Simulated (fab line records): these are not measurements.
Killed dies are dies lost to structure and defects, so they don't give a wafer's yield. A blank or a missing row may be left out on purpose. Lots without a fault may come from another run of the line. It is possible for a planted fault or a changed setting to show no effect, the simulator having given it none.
One fault through the eyes of 2 desks / flow gf180mcu / only its own numbers are on each desk; what lay behind them is given at the end

FOR THE TOOL OWNER'S DESK: cvd_w-01
The tool's own readings at GF_CONTACT_CVD_24 (deposits W, target thk 300 nm, time 90.339 s): means of the sampled wafers that have a number, for each lot that ran on this tool. Any lot whose mean is over 4 standard deviations away from the usual mean is out of limits and marked OUT; that distance is given in the brackets.
Columns: A = chamber_pressure_Torr at GF_CONTACT_CVD_24, usual 40.00 Torr; B = heater_power_w at GF_CONTACT_CVD_24, usual 828 W; C = susceptor_temp_C at GF_CONTACT_CVD_24, usual 400.00 C
lot=L997; first seen here=day 16 12:17; A=39.93; B=806; C=399.97
lot=L999; first seen here=day 17 11:49; A=39.90; B=800; C=399.96
lot=L105; first seen here=day 19 11:23; A=40.10; B=817; C=397.50 (-12) OUT
lot=L106; first seen here=day 19 16:32; A=40.07; B=782; C=394.97 (-24) OUT
lot=L114; first seen here=day 22 18:17; A=40.01; B=836; C=400.01
lot=L116; first seen here=day 23 08:57; A=39.95; B=810; C=400.26
lot=L119; first seen here=day 24 08:11; A=39.93; B=808; C=399.98
This desk finds L105, L106 out of limits, L105 being first, at day 19 11:23 (susceptor_temp_C at GF_CONTACT_CVD_24). L997, L999, L114, L116, L119: within limits.

FROM THE METROLOGY DESK
What the gauges read, lot by lot, whatever tool the lot ran on: means of the sampled wafers that have a number. Any lot whose mean is over 4 standard deviations away from the usual mean is out of limits and marked OUT; that distance is given in the brackets.
Columns: A = CONTACT_W_RS at GF_CONTACT_RS_MEAS_25, usual 0.383 ohm/sq; B = CONTACT_W_THK at GF_CONTACT_THK_MEAS_26, usual 295 nm; C = M2_ALCU_THK at GF_M2_THK_MEAS_06, usual 445 nm; D = cd_nm at GF_M2_CD_MEAS_14, usual 280.1 nm
lot=L997; first seen here=day 16 12:24; A=0.379; B=298; C=443; D=282.4
lot=L999; first seen here=day 17 11:56; A=0.377; B=304; C=446; D=280.3
lot=L102; first seen here=day 18 09:51; A=0.392; B=288; C=442; D=279.2
lot=L105; first seen here=day 19 11:29; A=0.403 (+4.3) OUT; B=283; C=437; D=281.3
lot=L106; first seen here=day 19 16:38; A=0.427 (+9.3) OUT; B=266 (-6.4) OUT; C=434; D=278.9
lot=L108; first seen here=day 20 10:08; A=0.383; B=297; C=445; D=280.1
lot=L110; first seen here=day 21 08:56; A=0.382; B=295; C=442; D=280.1
lot=L113; first seen here=day 22 06:23; A=0.388; B=288; C=446; D=278.2
lot=L114; first seen here=day 22 18:25; A=0.382; B=294; C=444; D=281.4
lot=L116; first seen here=day 23 09:04; A=0.381; B=296; C=443; D=281.6
lot=L117; first seen here=day 23 18:28; A=0.383; B=291; C=445; D=278.2
lot=L119; first seen here=day 24 08:17; A=0.379; B=297; C=450; D=280.1
This desk's finding: out of limits on L105, L106; first on L105, day 19 11:29 (CONTACT_W_RS at GF_CONTACT_RS_MEAS_25). L997, L999, L102, L108, L110, L113, L114, L116, L117, L119: within limits.

BROUGHT TOGETHER
An alarm could have come from the tool owner's desk at day 19 11:23, on L105, L106.
L105, L106 would have let the metrology desk raise an alarm at day 19 11:29.
GF_CONTACT_CVD_24 was run on cvd_w-01 by each of the lots named.

WHAT HAD BEEN PUT IN BY THE SIMULATOR
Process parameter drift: cvd_w-01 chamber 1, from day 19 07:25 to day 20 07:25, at GF_CONTACT_CVD_24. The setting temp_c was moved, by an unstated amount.
Lots struck among those shown: L105, L106.
Counting hours from when the fault started, the first reading out of limits came at 4 for the tool owner's desk and at 4 for the metrology desk.
